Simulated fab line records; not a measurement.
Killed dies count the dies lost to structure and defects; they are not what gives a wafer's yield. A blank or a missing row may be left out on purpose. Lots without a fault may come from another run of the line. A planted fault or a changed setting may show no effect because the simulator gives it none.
A single fault, viewed from 2 desks :: flow gf180mcu :: what lay behind the numbers comes last; until then each desk has only its own

AT THE METROLOGY DESK
What the gauges read for every lot (on any tool): the sampled wafers with a number, averaged. Any lot whose mean is over 4 standard deviations away from the usual mean is out of limits and marked OUT; that distance is given in the brackets.
Columns: A = V5_W_RS at GF_V5_RS_MEAS_24, usual 0.325 ohm/sq; B = V5_W_THK at GF_V5_THK_MEAS_25, usual 360 nm
lot: L830
first seen here: day 27 21:46
A: 0.316
B: 372

lot: L833
first seen here: day 28 23:27
A: 0.326
B: 363

lot: L841
first seen here: day 31 07:04
A: 0.339
B: 344

lot: L842
first seen here: day 31 11:05
A: 0.326
B: 358

lot: L845
first seen here: day 32 03:23
A: 0.333
B: 354

lot: L847
first seen here: day 32 16:16
A: 0.326
B: 355
This desk found nothing out of limits on any of the 6 lots.

DESK OF THE TOOL OWNER: pvd-sputter-03
The tool's own readings at GF_TOP_METAL_SPUTTER_03 (material Ti, target thk 5 nm, time 3.3 s): means of the sampled wafers that have a number, for each lot that ran on this tool. Any lot whose mean is over 4 standard deviations away from the usual mean is out of limits and marked OUT; that distance is given in the brackets.
Columns: A = throttle-valve-pct at GF_TOP_METAL_SPUTTER_03, usual 30.0 %
lot: L833
first seen here: day 29 00:05
A: 31.0

lot: L841
first seen here: day 31 07:42
A: 30.8

lot: L842
first seen here: day 31 11:46
A: 31.5
This desk found nothing out of limits on any of the 3 lots.

PUT TOGETHER
Metrology desk: nothing out of limits seen.
The desk of the tool owner found nothing out of limits.

WHAT THE SIMULATOR HAD INSERTED
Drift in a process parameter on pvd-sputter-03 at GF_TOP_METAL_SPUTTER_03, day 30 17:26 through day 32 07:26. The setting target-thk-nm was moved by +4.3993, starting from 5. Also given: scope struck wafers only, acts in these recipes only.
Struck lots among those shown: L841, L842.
